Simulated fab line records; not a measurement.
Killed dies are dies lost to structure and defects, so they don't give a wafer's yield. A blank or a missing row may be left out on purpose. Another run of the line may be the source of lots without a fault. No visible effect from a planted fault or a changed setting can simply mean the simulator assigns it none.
Matching of chambers || flow sky130 || SKY_LI_CONTACT_CMP_02 on cmp-02 has 4 sister chambers
The step polishes PSG. 16 wafers are shown with their chamber, then 8 later ones without.

## WAFERS, EACH WITH ITS CHAMBER
{"wafer": "L619.1", "chamber": 3, "motor-current-A (A)": 11.1, "time-to-endpoint-s (s)": 34, "platen-rpm (rpm)": 59.92}
{"wafer": "L619.3", "chamber": 0, "motor-current-A (A)": 12.5, "time-to-endpoint-s (s)": 31, "platen-rpm (rpm)": 59.97}
{"wafer": "L619.4", "chamber": 1, "motor-current-A (A)": 12.3, "time-to-endpoint-s (s)": 36, "platen-rpm (rpm)": 60.04}
{"wafer": "L620.3", "chamber": 0, "motor-current-A (A)": 12.1, "time-to-endpoint-s (s)": 32, "platen-rpm (rpm)": 59.93}
{"wafer": "L620.4", "chamber": 2, "motor-current-A (A)": 10.6, "time-to-endpoint-s (s)": 40, "platen-rpm (rpm)": 59.95}
{"wafer": "L620.6", "chamber": 1, "motor-current-A (A)": 12.4, "time-to-endpoint-s (s)": 41, "platen-rpm (rpm)": 59.95}
{"wafer": "L627.1", "chamber": 1, "motor-current-A (A)": 12.1, "time-to-endpoint-s (s)": 41, "platen-rpm (rpm)": 59.95}
{"wafer": "L627.2", "chamber": 0, "motor-current-A (A)": 12.7, "time-to-endpoint-s (s)": 31, "platen-rpm (rpm)": 60.05}
{"wafer": "L627.3", "chamber": 3, "motor-current-A (A)": 11.1, "time-to-endpoint-s (s)": 39, "platen-rpm (rpm)": 60.00}
{"wafer": "L628.1", "chamber": 2, "motor-current-A (A)": 10.2, "time-to-endpoint-s (s)": 37, "platen-rpm (rpm)": 59.94}
{"wafer": "L628.4", "chamber": 3, "motor-current-A (A)": 10.9, "time-to-endpoint-s (s)": 39, "platen-rpm (rpm)": 60.03}
{"wafer": "L628.6", "chamber": 0, "motor-current-A (A)": 12.5, "time-to-endpoint-s (s)": 34, "platen-rpm (rpm)": 59.93}
{"wafer": "L637.1", "chamber": 1, "motor-current-A (A)": 11.6, "time-to-endpoint-s (s)": 38, "platen-rpm (rpm)": 59.98}
{"wafer": "L637.4", "chamber": 0, "motor-current-A (A)": 12.0, "time-to-endpoint-s (s)": 33, "platen-rpm (rpm)": 60.08}
{"wafer": "L637.6", "chamber": 0, "motor-current-A (A)": 13.5, "time-to-endpoint-s (s)": 32, "platen-rpm (rpm)": 60.01}
{"wafer": "L638.1", "chamber": 2, "motor-current-A (A)": 10.5, "time-to-endpoint-s (s)": 36, "platen-rpm (rpm)": 59.94}

SIGNATURES (means of the wafers above)
{"reading": "motor-current-A", "chamber 0": 12.550, "chamber 1": 12.100, "chamber 2": 10.433, "chamber 3": 11.033, "scatter within a chamber": 0.401}
{"reading": "time-to-endpoint-s", "chamber 0": 32.17, "chamber 1": 39.00, "chamber 2": 37.67, "chamber 3": 37.33, "scatter within a chamber": 2.04}
{"reading": "platen-rpm", "chamber 0": 59.9950, "chamber 1": 59.9800, "chamber 2": 59.9433, "chamber 3": 59.9833, "scatter within a chamber": 0.0512}
Rule: for each reading, subtract the chamber's mean from the wafer's reading, divide by that reading's scatter and square the result; add these up over the readings and take the root, which gives the wafer's distance from the chamber. If the next closest chamber is less than 2 further off than the closest, the wafer can't be placed; otherwise it belongs to the closest. The scatter: take each reading less its chamber's mean, square it, sum over the shown wafers, divide by the number of wafers less the number of chambers, and take the root.

## WAFERS WITH NO CHAMBER GIVEN
{"wafer": "L638.4", "motor-current-A (A)": 11.9, "time-to-endpoint-s (s)": 41, "platen-rpm (rpm)": 59.97}
{"wafer": "L638.6", "motor-current-A (A)": 11.6, "time-to-endpoint-s (s)": 40, "platen-rpm (rpm)": 60.00}
{"wafer": "L639.1", "motor-current-A (A)": 11.8, "time-to-endpoint-s (s)": 42, "platen-rpm (rpm)": 60.07}
{"wafer": "L639.4", "motor-current-A (A)": 11.6, "time-to-endpoint-s (s)": 30, "platen-rpm (rpm)": 59.96}
{"wafer": "L639.6", "motor-current-A (A)": 11.5, "time-to-endpoint-s (s)": 37, "platen-rpm (rpm)": 60.01}
{"wafer": "L641.2", "motor-current-A (A)": 11.7, "time-to-endpoint-s (s)": 41, "platen-rpm (rpm)": 60.08}
{"wafer": "L641.5", "motor-current-A (A)": 10.0, "time-to-endpoint-s (s)": 37, "platen-rpm (rpm)": 59.96}
{"wafer": "L641.6", "motor-current-A (A)": 10.9, "time-to-endpoint-s (s)": 37, "platen-rpm (rpm)": 59.97}

## WHICH CHAMBER EACH ONE RAN IN
{"wafer": "L638.4", "from the rows above": "can't be placed: 1 or 3", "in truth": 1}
{"wafer": "L638.6", "from the rows above": "can't be placed: 1 or 3 or 2", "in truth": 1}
{"wafer": "L639.1", "from the rows above": "can't be placed: 1 or 3", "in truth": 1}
{"wafer": "L639.4", "from the rows above": "can't be placed: 0 or 3 or 1", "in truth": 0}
{"wafer": "L639.6", "from the rows above": "can't be placed: 3 or 1 or 2", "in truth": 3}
{"wafer": "L641.2", "from the rows above": "can't be placed: 1 or 3", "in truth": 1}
{"wafer": "L641.5", "from the rows above": "can't be placed: 2 or 3", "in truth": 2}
{"wafer": "L641.6", "from the rows above": "can't be placed: 3 or 2", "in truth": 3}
Placed correctly: 0 of 8. From these rows, 8 cannot be placed; in 8 the true chamber is one of the candidates. Placed wrongly: 0.
